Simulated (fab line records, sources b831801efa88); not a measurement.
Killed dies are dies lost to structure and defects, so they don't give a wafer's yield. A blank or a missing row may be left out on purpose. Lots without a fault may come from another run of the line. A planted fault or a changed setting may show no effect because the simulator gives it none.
Chamber matching | flow gf180mcu | GF_CONTACT_CMP_27 on cmp-02: 4 sister chambers
The step polishes, stops on SiO2, t overpolish 15 s, target thk 0 nm. 17 wafers are shown with their chamber, then 8 later ones without.

WAFERS WITH THEIR CHAMBER
wafer  | chamber | time_to_endpoint_s (s) | head_pressure_psi (psi) | motor_current_A (A)
L124.2 | 2       | 73                     | 3.486                   | 12.3
L124.4 | 3       | 71                     | 3.502                   | 11.4
L124.6 | 3       | 70                     | 3.504                   | 11.7
L125.2 | 2       | 74                     | 3.508                   | 11.3
L125.3 | 3       | 71                     | 3.487                   | 11.0
L125.5 | 1       | 71                     | 3.502                   | 11.7
L126.3 | 0       | 69                     | 3.490                   | 11.8
L126.4 | 2       | 75                     | 3.498                   | 11.1
L126.6 | 1       | 71                     | 3.514                   | 11.4
L128.2 | 2       | 70                     | 3.499                   | 11.7
L128.6 | 3       | 68                     | 3.496                   | 11.6
L130.4 | 3       | 69                     | 3.493                   | 11.5
L130.5 | 0       | 69                     | 3.497                   | 11.8
L140.1 | 3       | 76                     | 3.502                   | 11.9
L140.3 | 1       | 74                     | 3.502                   | 11.8
L140.6 | 1       | 73                     | 3.499                   | 11.9
L142.3 | 3       | 70                     | 3.500                   | 11.4

SIGNATURES (means of the wafers above)
reading            | chamber 0 | chamber 1 | chamber 2 | chamber 3 | scatter within a chamber
time_to_endpoint_s | 69.00     | 72.25     | 73.00     | 70.71     | 2.15
head_pressure_psi  | 3.49350   | 3.50425   | 3.49775   | 3.49771   | 0.00693
motor_current_A    | 11.800    | 11.700    | 11.600    | 11.500    | 0.335
Rule: a wafer's distance from a chamber is the root of the sum, over the readings, of the square of ((its reading less the chamber's mean) divided by the reading's scatter). The wafer belongs to the nearest chamber; if the next one is less than 2 further off, it can't be placed. The scatter: the root of (the sum of the squares of (reading less its chamber's mean) over the shown wafers, divided by (wafers less chambers)).

WAFERS WITHOUT THEIR CHAMBER
wafer  | time_to_endpoint_s (s) | head_pressure_psi (psi) | motor_current_A (A)
L142.4 | 79                     | 3.511                   | 11.4
L142.6 | 76                     | 3.505                   | 12.4
L145.3 | 73                     | 3.491                   | 11.6
L145.5 | 70                     | 3.507                   | 12.1
L145.6 | 72                     | 3.494                   | 11.9
L146.2 | 71                     | 3.511                   | 11.5
L146.4 | 72                     | 3.508                   | 12.2
L146.6 | 67                     | 3.502                   | 11.9

WHICH CHAMBER EACH WENT THROUGH
wafer  | from the rows above               | in truth
L142.4 | can't be placed: 1 or 2 or 3      | 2
L142.6 | can't be placed: 1 or 2 or 3 or 0 | 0
L145.3 | can't be placed: 2 or 3 or 1 or 0 | 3
L145.5 | can't be placed: 1 or 0 or 3 or 2 | 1
L145.6 | can't be placed: 2 or 0 or 3 or 1 | 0
L146.2 | can't be placed: 1 or 3 or 2 or 0 | 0
L146.4 | can't be placed: 1 or 2 or 3 or 0 | 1
L146.6 | can't be placed: 0 or 3 or 1 or 2 | 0
Placed correctly: 0 of 8. Can't be placed from these rows: 8 (the true chamber is among the candidates in 8). Placed wrongly: 0.
